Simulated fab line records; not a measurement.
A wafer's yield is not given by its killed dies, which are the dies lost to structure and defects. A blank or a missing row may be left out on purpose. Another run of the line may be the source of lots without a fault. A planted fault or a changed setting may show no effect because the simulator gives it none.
A struck lot beside a sound one	flow gf180mcu	16 out of 602 route steps
Sound: wafers L161.1, L161.3, L161.4. Struck: wafer L173.3. (L173.2, L173.4 of the same lot were not struck and are left out.) The cause comes at the end.
Order at every step that has rows: each side's tool, ch and its chambers, its first start. Under that, the readings that differ: sound wafers	struck wafers	difference of the means	sigmas: that difference in standard deviations of wafers without a fault.
alike: readings whose means differ by less than 2 such deviations, and words and numbers that are the same on both sides. not compared: withheld readings, readings that some wafer has no value for, bounds like >300 that may hide the same value, and numbers for which the record gives no deviation and whose values overlap.
The two part at a step that has a row with sigmas, a row that says differs or no value, or rows on one side only. Non-overlapping numbers with no deviation appear without sigmas and do not part them. Lack of a reading on every wafer of one side parts them only where that side has two or more wafers.

first, 6 steps without rows for these wafers: GF_TOP_METAL_HMDS_08 (prime time 60 s); GF_TOP_METAL_COAT_09 (resist thk 1500 nm); GF_TOP_METAL_SOFTBAKE_10 (time 60 s); GF_TOP_METAL_EXPOSE_11 (exposes mask MetalTop, target cd 440 nm); GF_TOP_METAL_PEB_12; GF_TOP_METAL_DEVELOP_13 (develop time 60 s).
GF_TOP_METAL_CD_MEAS_14 targets a cd of 440 nm.
  sound: cd-sem-02 at day 28 01:09; struck: cd-sem-01 at day 32 01:07
  alike: cd-nm
GF_TOP_METAL_OVL_MEAS_15:
  sound: overlay-01 at day 28 01:16; struck: overlay-02 at day 32 01:13
  alike: TOP_METAL_OVL
GF_TOP_METAL_METAL_ETCH_16: etches the open film in Cl2/BCl3, stops on SiO2, target depth 1197 nm, time 199.5 s.
  sound on rie-metal-01 ch 0,1, day 28 01:18; struck on rie-metal-04 ch 0, day 32 01:15
reading	sound	struck	difference	sigmas
oes-product-au (a.u.)	0.992 0.989 0.979	0.997	+0.010	+2
  alike: drypump-motor-current-A, throttle-valve-pct
  not compared: rf-hours-counter-h
GF_TOP_METAL_STRIP_17: strips in O2/N2.
  sound on plasma-asher-01 ch 0,1, day 28 01:29; struck on plasma-asher-01 ch 0, day 32 01:26
reading	sound	struck	difference	sigmas
oes-product-au (a.u.)	0.707 0.710 0.703	0.717	+0.010	+2
strip-time-to-endpoint-s (s)	12.96 12.94 12.92	12.80	-0.14	-2
  alike: drypump-motor-current-A, heater-power-w
  not compared: rf-hours-counter-h
then, 2 steps without rows for these wafers: GF_TOP_METAL_STRIP_18 (strips in post etch residue remover, time 1200 s); GF_TOP_METAL_CLEAN_19 (cleans in DIW).
GF_PASSIVATION_CVD_00: deposits SiO2 from TEOS, target thk 1000 nm, time 111.95 s.
  sound on pecvd-04 ch 0,1, day 28 02:05; struck on pecvd-03 ch 2, day 32 02:01
reading	sound	struck	difference	sigmas
model.SiO2_of_PASSIVATION_CVD_00.thk-nm (nm)	988.7 990.2 1010	929.3	-67.0	
  alike: heater-power-w
GF_PASSIVATION_THK_MEAS_01:
  sound: film-metro-01 at day 28 02:10; struck: film-metro-02 at day 32 02:06
reading	sound	struck	difference	sigmas
PASSIVATION_CVD_00_THK (nm)	988 991 1010	930	-66	-6
GF_PASSIVATION_CVD_02: deposits Si3N4, target thk 700 nm, time 486.18 s.
  sound on pecvd-01 ch 0,1, day 28 02:14; struck on pecvd-04 ch 1, day 32 02:09
  alike: heater-power-w
then, 1 step without rows for these wafers: GF_PASSIVATION_PROBE_99.

WHERE THEY PART
First at GF_TOP_METAL_METAL_ETCH_16; last, within this record, at GF_PASSIVATION_THK_MEAS_01. Later steps at which nothing parts them and some readings are alike: GF_PASSIVATION_CVD_02.

WHY: what the simulator had put in
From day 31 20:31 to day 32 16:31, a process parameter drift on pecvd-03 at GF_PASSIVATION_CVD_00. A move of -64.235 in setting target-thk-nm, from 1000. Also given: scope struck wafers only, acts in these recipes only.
